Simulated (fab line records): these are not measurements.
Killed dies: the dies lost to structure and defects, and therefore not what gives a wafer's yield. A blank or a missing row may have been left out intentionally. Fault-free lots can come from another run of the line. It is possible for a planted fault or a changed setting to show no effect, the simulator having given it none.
Which tool was responsible?	flow sky130	6 lots, 18 wafers sampled, at 3 steps of a route of 708

== WHAT THE GAUGES READ, wafer by wafer ==
SKY_PWDE_TW_MEAS_10.
lot	measured	on	PWDE_TW
L271	day 4 08:55	filmMetro-04	378 375 375
L276	day 5 09:58	filmMetro-03	416 414 416
L279	day 6 08:05	filmMetro-04	374 371 372
L286	day 7 20:01	filmMetro-04	377 375 377
L290	day 8 17:47	filmMetro-02	370 367 367
L292	day 9 07:32	filmMetro-03	378 376 374

== WHICH TOOL RAN EACH LOT (tool, then ch and the chambers of the sampled wafers, then the start) ==
lot	SKY_FIELD_ISO_ETCH_14	SKY_PWDE_IMPLANT_08
L271	rieDiel-02 ch 0,1,2, day 2 16:21	implanter-02 ch 0, day 4 08:41
L276	rieDiel-02 ch 1,2,3, day 3 17:50	implanter-02 ch 0, day 5 09:44
L279	rieDiel-03 ch 0,2, day 4 13:17	implanter-04 ch 0, day 6 07:50
L286	rieDiel-02 ch 0,1,2, day 5 20:36	implanter-01 ch 0, day 7 19:47
L290	rieDiel-02 ch 0,1, day 6 17:29	implanter-04 ch 0, day 8 17:32
L292	rieDiel-04 ch 0,2, day 7 04:45	implanter-01 ch 0, day 9 07:17
- SKY_FIELD_ISO_ETCH_14: etches BARC in N2/H2, stops on SiO2, time 45.9 s, target depth 60 nm.
- SKY_PWDE_IMPLANT_08

== THE ANSWER, worked out from the rows above alone ==
Rule: the usual values come from the lots themselves. The widest of any qualifying gaps counts: lots, ordered by their means at a reading, are off when they make up no more than a third of the lots, leave a main group of 4 or more, and stand apart from it by 3 or more times the standard deviation of that group's means. A main group is skipped when, at the precision printed for the reading in the tables above, its means are all equal. Also off: a lot with no number at a reading for which 4 or more lots have one. All remaining lots with rows at the step are treated as sound.
Off: L276, at SKY_PWDE_TW_MEAS_10 (PWDE_TW). The main group: mean 374, standard deviation 3.2.
If a tool, at a process step before that reading, ran all the lots that are off and no sound lot after the first of them, it fits. The gauges at SKY_PWDE_TW_MEAS_10 are tried like those tools. One fits: implanter-02 at SKY_PWDE_IMPLANT_08. Its last sound lot is L271 (day 4 08:41), its first lot that is off L276 (day 5 09:44): a fault that began between those two fits.

== WHAT WAS PUT IN BY THE SIMULATOR ==
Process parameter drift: implanter-02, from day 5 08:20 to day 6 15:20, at SKY_PWDE_IMPLANT_08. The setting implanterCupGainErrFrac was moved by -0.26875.
Shown lots that were struck: L276. The rule given above showed the same thing.
